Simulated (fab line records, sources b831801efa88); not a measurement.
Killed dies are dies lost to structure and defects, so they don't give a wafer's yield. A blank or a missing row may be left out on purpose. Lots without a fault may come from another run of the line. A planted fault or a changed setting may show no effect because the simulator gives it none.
fab line records | flow gf180mcu
record lots=15 wafers=43 last_day=34
route steps=602 shown MIM@508 M5@532
lots that met no fault: from a run of the same line without faults
start_h: hours from the record's first day to the start of the lot's first wafer shown | wait_h: hours since the lot's step before | " the same as in the row above | L1.1+2: a row that stands for several wafers | - no value, or no start given | * or withheld: withheld | < > ~ a bound
route shown NAME@n: a module of which the file shows steps, and the number in the route of the first | usual: mean/standard deviation of fault-free wafers | same: alike in all rows | chamber/n: place in a boat | sites: the reading at each site | _std_site: their standard deviation | _edge_site: outer sites' mean less inner sites' | radius_mm: how far each site lies from the wafer's centre | mask NAME#n: copy n | behind: the tool/chamber that last shaped the wafer | hold: why the lot was held/for how many hours/how that ended | device: the transistor (n, p or np) that didn't switch | end of line: the same wafers' tests at the end of the route | a step without rows: its recipe alone | killed: dies lost to structure and defects at the first sort, not the wafer's yield | map: a wafer's dies, x killed, . not, _ none there
set.NAME: the setting as run; set.NAME@STEP: as run at that earlier step | model.NAME: the simulator's own value behind a step, which no gauge read
steps of the route over a sample of lots; a table a step, a row a wafer
services: from which hour (start_h, from the record's first day; less than 0 if before it) a tool's chamber was out of use, for how many hours, and why
## steps
# step GF_MIM_CVD_05
# recipe material=Si3N4 target_thk_nm=42 temp_max_c=400 temp_c=385 time_s=29.086 rf_w=450
# usual heater_power_w=630/100
# columns lot.wafer tool chamber start_h wait_h heater_power_w
L196.2 pecvd-03 1 562.85 0.0 607
L196.4 " 2 " " 642
L196.6 " 1 " " 600
L198.1 pecvd-04 0 582.79 0.0 484
L198.4 " 2 " " 631
L198.5 " 0 " " 480
L199.3 pecvd-04 2 591.96 0.0 576
L199.5 " 0 " " 546
L199.6 " 1 " " 631
L200.3 pecvd-01 2 598.66 0.0 903
L200.4 " 1 " " 799
L200.6 " 2 " " 903
L201.3 pecvd-04 2 608.68 0.0 641
L202.3 pecvd-01 1 609.64 0.0 698
L202.4 " 0 " " 479
L202.6 " 2 " " 921
L203.1 pecvd-04 2 624.70 0.0 598
L203.2 " 0 " " 559
L203.3 " 1 " " 595
L206.1 pecvd-04 0 643.96 0.0 542
L206.2 " 2 " " 583
L206.5 " 2 " " 559
L211.2 pecvd-01 1 679.44 0.0 788
L211.3 " 2 " " 807
L211.5 " 2 " " 800
L212.3 pecvd-03 1 682.70 0.0 546
L212.4 " 1 " " 533
L212.6 " 2 " " 638
L213.2 pecvd-03 0 691.53 0.0 655
L213.4 " 1 " " 518
L213.6 " 2 " " 663
L214.1 pecvd-03 0 698.50 0.0 655
L214.2 " 1 " " 572
L214.4 " 1 " " 567
L217.1 pecvd-01 2 718.41 0.0 831
L217.2 " 0 " " 548
L217.3 " 1 " " 746
L218.3 pecvd-03 2 721.81 0.0 558
L218.5 " 2 " " 560
L218.6 " 0 " " 656
L219.1 pecvd-03 0 733.90 0.0 672
L219.2 " 1 " " 556
L219.4 " 2 " " 606
# step GF_MIM_STRIP_20
# recipe chemistry=O2/N2 power_w=1400 pressure_mtorr=1500 platen_temp_c=250 o2_flow_sccm=3000 n2_flow_sccm=300 overash_fraction=0.5
# usual drypump_motor_current_A=5.7/0.5 heater_power_w=339/30 oes_product_au=0.692/0.0052 strip_time_to_endpoint_s=11.22/0.052
# columns lot.wafer tool chamber start_h wait_h drypump_motor_current_A heater_power_w oes_product_au rf_hours_counter_h strip_time_to_endpoint_s
L196.2 plasma_asher-01 1 584.70 0.0 6.0 349 0.690 48 11.16
L196.4 " 1 " " 6.0 340 0.691 - 11.17
L196.6 " 1 " " 6.0 344 0.690 - 11.23
L198.1 plasma_asher-04 1 603.94 0.0 5.4 399 0.692 19 11.24
L198.4 " 0 " " 5.3 322 0.700 - 11.28
L198.5 " 1 " " 5.4 384 0.691 - 11.28
L199.3 plasma_asher-03 0 612.28 0.1 6.6 306 0.684 - 11.23
L199.5 " 1 " " 5.4 363 0.685 - 11.23
L199.6 " 0 " " 6.5 311 0.687 - 11.20
L200.3 plasma_asher-01 0 619.73 0.1 5.8 304 0.691 - 11.32
L200.4 " 1 " " 6.0 346 0.693 - 11.31
L200.6 " 0 " " 5.8 303 0.697 - 11.34
L201.3 plasma_asher-03 0 629.67 0.1 6.6 307 0.690 - 11.27
L202.3 plasma_asher-03 0 630.23 0.1 6.6 311 0.696 - 11.21
L202.4 " 1 " " 5.3 361 0.695 - 11.23
L202.6 " 1 " " 5.4 360 0.683 - 11.18
L203.1 plasma_asher-03 0 645.34 0.0 6.6 303 0.692 105 11.28
L203.2 " 1 " " 5.4 360 0.690 105 11.21
L203.3 " 1 " " 5.4 361 0.701 - 11.22
L206.1 plasma_asher-04 0 664.14 0.0 5.4 323 0.698 26 11.28
L206.2 " 1 " " 5.3 381 0.693 26 11.22
L206.5 " 1 " " 5.4 388 0.692 - 11.22
L211.2 plasma_asher-03 1 697.74 0.0 5.4 368 0.694 111 11.21
L211.3 " 0 " " 6.6 304 0.698 - 11.22
L211.5 " 0 " " 6.6 305 0.691 - 11.16
L212.3 plasma_asher-03 1 701.78 0.1 5.4 362 0.687 - 11.21
L212.4 " 0 " " 6.6 302 0.687 - 11.12
L212.6 " 1 " " 5.4 354 0.696 - 11.23
L213.2 plasma_asher-04 1 709.94 0.0 5.4 382 0.693 30 11.22
L213.4 " 0 " " 5.4 324 0.699 - 11.22
L213.6 " 1 " " 5.3 394 0.690 - 11.23
L214.1 plasma_asher-04 0 717.34 0.0 5.4 320 0.688 31 11.21
L214.2 " 1 " " 5.3 381 0.689 31 11.12
L214.4 " 1 " " 5.3 380 0.684 - 11.11
L217.1 plasma_asher-04 1 735.73 0.1 5.4 383 0.689 33 11.24
L217.2 " 0 " " 5.3 332 0.698 33 11.21
L217.3 " 1 " " 5.4 383 0.692 - 11.18
L218.3 plasma_asher-04 0 739.67 0.1 5.3 318 0.681 - 11.11
L218.5 " 0 " " 5.3 325 0.685 - 11.13
L218.6 " 1 " " 5.4 386 0.690 - 11.22
L219.1 plasma_asher-03 1 750.78 0.0 5.4 358 0.693 1 11.14
L219.2 " 0 " " 6.5 311 0.687 1 11.17
L219.4 " 0 " " 6.6 317 0.692 - 11.14
# step GF_M5_DEVELOP_06
# recipe develop_time_s=60 dev_temp_c=21
# usual chill_plate_temp_C=22.99/0.096 develop_time_s=60/0
# columns lot.wafer tool chamber start_h wait_h chill_plate_temp_C develop_time_s
L196.2 litho_track-02 0 606.06 0.2 22.97 60
L196.4 " 0 " " 22.95 60
L196.6 " 0 " " 22.95 60
L198.1 litho_track-03 0 625.63 0.2 23.12 60
L198.4 " 0 " " 23.18 60
L198.5 " 0 " " 23.12 60
L199.3 litho_track-02 0 633.48 0.1 22.96 60
L199.5 " 0 " " 23.03 60
L199.6 " 0 " " 22.96 60
L200.3 litho_track-03 - 639.98 0.1 - -
L200.4 " - " " - -
L200.6 " - " " - -
L201.3 litho_track-02 - 650.23 0.1 - -
L202.3 litho_track-04 - 650.67 0.1 - -
L202.4 " - " " - -
L202.6 " - " " - -
L203.1 litho_track-02 0 665.38 0.2 22.82 60
L203.2 " 0 " " 22.91 60
L203.3 " 0 " " 23.00 60
L206.1 litho_track-04 0 683.52 0.2 23.02 60
L206.2 " 0 " " 23.16 60
L206.5 " 0 " " 23.02 60
L211.2 litho_track-03 0 716.00 0.2 22.96 60
L211.3 " 0 " " 23.00 60
L211.5 " 0 " " 22.98 60
L212.3 litho_track-03 0 719.88 0.1 23.11 60
L212.4 " 0 " " 23.15 60
L212.6 " 0 " " 23.09 60
L213.2 litho_track-02 0 727.80 0.2 22.83 60
L213.4 " 0 " " 22.97 60
L213.6 " 0 " " 22.84 60
L214.1 litho_track-04 0 734.67 0.2 22.92 60
L214.2 " 0 " " 22.94 60
L214.4 " 0 " " 22.87 60
L217.1 litho_track-03 0 752.78 0.2 22.96 60
L217.2 " 0 " " 22.96 60
L217.3 " 0 " " 22.93 60
L218.3 litho_track-02 0 756.48 0.1 22.86 60
L218.5 " 0 " " 22.88 60
L218.6 " 0 " " 23.06 60
L219.1 litho_track-02 0 767.33 0.2 23.05 60
L219.2 " 0 " " 22.94 60
L219.4 " 0 " " 22.82 60
# step GF_M5_CD_MEAS_07
# recipe target_cd_nm=280
# usual cd_nm=280.0/1.2
# columns lot.wafer tool chamber start_h wait_h cd_nm
L196.2 cd_sem-02 - 606.20 0.1 278.1
L196.4 " - " " 277.7
L196.6 " - " " 277.9
L198.1 cd_sem-01 - 625.78 0.1 279.8
L198.4 " - " " 280.0
L198.5 " - " " 280.1
L199.3 cd_sem-02 - 633.62 0.1 279.2
L199.5 " - " " 280.2
L199.6 " - " " 278.9
L200.3 cd_sem-02 - 640.12 0.1 -
L200.4 " - " " -
L200.6 " - " " -
L201.3 cd_sem-01 - 650.37 0.1 -
L202.3 cd_sem-01 - 650.81 0.1 -
L202.4 " - " " -
L202.6 " - " " -
L203.1 cd_sem-01 - 665.53 0.1 279.1
L203.2 " - " " 279.4
L203.3 " - " " 278.8
L206.1 cd_sem-02 - 683.67 0.1 282.5
L206.2 " - " " 280.8
L206.5 " - " " 281.3
L211.2 cd_sem-02 - 716.15 0.1 280.0
L211.3 " - " " 279.0
L211.5 " - " " 279.0
L212.3 cd_sem-01 - 720.02 0.1 279.0
L212.4 " - " " 279.2
L212.6 " - " " 278.9
L213.2 cd_sem-02 - 728.01 0.2 280.7
L213.4 " - " " 281.8
L213.6 " - " " 282.3
L214.1 cd_sem-01 - 734.82 0.1 279.9
L214.2 " - " " 280.7
L214.4 " - " " 281.8
L217.1 cd_sem-01 - 752.93 0.1 279.7
L217.2 " - " " 280.1
L217.3 " - " " 279.6
L218.3 cd_sem-02 - 756.62 0.1 280.8
L218.5 " - " " 281.0
L218.6 " - " " 280.1
L219.1 cd_sem-01 - 767.48 0.1 279.4
L219.2 " - " " 278.5
L219.4 " - " " 279.5
## services
# columns tool chamber start_h hours kind
pecvd-04 - 546.15 1.3 repair
pecvd-04 1 548.51 8.3 repair
pecvd-03 - 583.17 1.6 repair
pecvd-03 - 591.12 14.0 pm
pecvd-03 0 591.12 14.0 vent_cycle
plasma_asher-01 - 603.34 15.6 pm
pecvd-01 2 603.73 4.2 repair
plasma_asher-03 - 610.44 0.4 repair
pecvd-03 1 627.32 8.3 repair
pecvd-03 - 643.43 2.8 pm
pecvd-01 - 644.98 1.4 repair
pecvd-04 - 653.07 2.2 repair
pecvd-03 - 663.82 0.8 repair
pecvd-04 1 687.94 6.2 repair
plasma_asher-04 - 700.79 3.7 repair
plasma_asher-03 - 702.67 2.8 pm
pecvd-04 1 716.69 6.4 repair
plasma_asher-01 - 729.13 28.1 pm
plasma_asher-03 - 733.75 9.0 pm
plasma_asher-03 0 733.75 9.0 vent_cycle
plasma_asher-03 1 733.75 9.0 vent_cycle
pecvd-03 0 740.21 8.7 repair
plasma_asher-03 0 742.75 - clean
plasma_asher-03 1 742.75 - clean
## key
first_sign step=GF_M5_DEVELOP_06 reading=tool_record direction=missing
effect none on later readings
met_at GF_M5_DEVELOP_06
struck_lots L200,L201,L202
later_rows_left_out L200.3,L200.4,L200.6,L201.3,L202.3,L202.4,L202.6
sort_left_out L200.3,L200.4,L200.6,L201.3,L202.3,L202.4,L202.6
tester_left_out L201,L202
not_acting_at GF_MIM_CVD_05,GF_MIM_STRIP_20,GF_M5_CD_MEAS_07
onset_between 633.48 639.98
earlier_fault kind=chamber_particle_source tool=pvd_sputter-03 chamber=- onset_h=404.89 steps=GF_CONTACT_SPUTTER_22 rate_per_visit_cm2=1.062 end_h=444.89 scope=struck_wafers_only
earlier_fault kind=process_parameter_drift tool=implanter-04 chamber=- onset_h=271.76 steps=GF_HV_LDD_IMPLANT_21 channel=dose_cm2 offset=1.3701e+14 shape=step end_h=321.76 acts_in=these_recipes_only stated=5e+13
fault kind=skipped_step_whole tool=litho_track-02,litho_track-03,litho_track-04 chamber=- onset_h=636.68 steps=GF_M5_DEVELOP_06 scope=struck_lots_only
# tester_left_out: of these lots the tester's yield and bins aren't shown, on N5 and GAA mostly nor the transistor test; their killed dies are dies lost to structure and defects alone, not to doping, threshold or leakage, so they don't give the yield
# sort_left_out: the simulated sort isn't trusted on such a fault, so these wafers' sort isn't shown, and their yield isn't known
# later_rows_left_out: the simulator's readings of these wafers behind a module that went badly wrong aren't trusted and aren't shown, but for the sort
